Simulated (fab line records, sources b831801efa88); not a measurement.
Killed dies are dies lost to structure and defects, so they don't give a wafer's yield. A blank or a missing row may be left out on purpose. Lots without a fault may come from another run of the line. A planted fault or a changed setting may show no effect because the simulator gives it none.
Chamber matching | flow sky130 | SKY_CONTACT_ETCH_16 on rie_diel-02: 4 sister chambers
The step etches BARC in N2/H2, stops on SiO2, time 45.9 s, target depth 60 nm. 7 wafers are shown with their chamber, then 7 later ones without.

WAFERS WITH THEIR CHAMBER
wafer  | chamber | rf_fwd_power_W (W) | throttle_valve_pct (%)
L078.5 | 0       | 493.9              | 13.229
L082.3 | 1       | 494.7              | 13.220
L082.5 | 1       | 495.6              | 13.208
L084.4 | 3       | 497.9              | 13.242
L084.5 | 0       | 492.4              | 13.227
L087.1 | 3       | 495.1              | 13.233
L087.3 | 2       | 493.4              | 13.222

WAFERS WITHOUT THEIR CHAMBER
wafer  | rf_fwd_power_W (W) | throttle_valve_pct (%)
L087.5 | 493.1              | 13.223
L089.1 | 497.2              | 13.228
L089.2 | 492.8              | 13.219
L089.4 | 498.1              | 13.216
L092.3 | 491.8              | 13.226
L092.4 | 495.4              | 13.239
L092.5 | 496.0              | 13.235

WHICH CHAMBER EACH WENT THROUGH
wafer  | from the rows above               | in truth
L087.5 | can't be placed: 2 or 0 or 1      | 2
L089.1 | can't be placed: 3 or 1 or 2 or 0 | 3
L089.2 | can't be placed: 2 or 0 or 1      | 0
L089.4 | can't be placed: 1 or 2 or 3 or 0 | 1
L092.3 | can't be placed: 0 or 2           | 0
L092.4 | can't be placed: 3 or 0           | 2
L092.5 | can't be placed: 3 or 0           | 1
Placed correctly: 0 of 7. Can't be placed from these rows: 7 (the true chamber is among the candidates in 5). Placed wrongly: 0.
How it was worked out, from the rows above alone: a wafer's distance from a chamber is the root of the sum, over the readings, of the square of ((its reading less the chamber's mean) divided by the reading's scatter). The wafer belongs to the nearest chamber; if the next one is less than 2 further off, it can't be placed. A chamber's mean is the mean of its shown wafers. The scatter: the root of (the sum of the squares of (reading less its chamber's mean) over the shown wafers, divided by (wafers less chambers)).
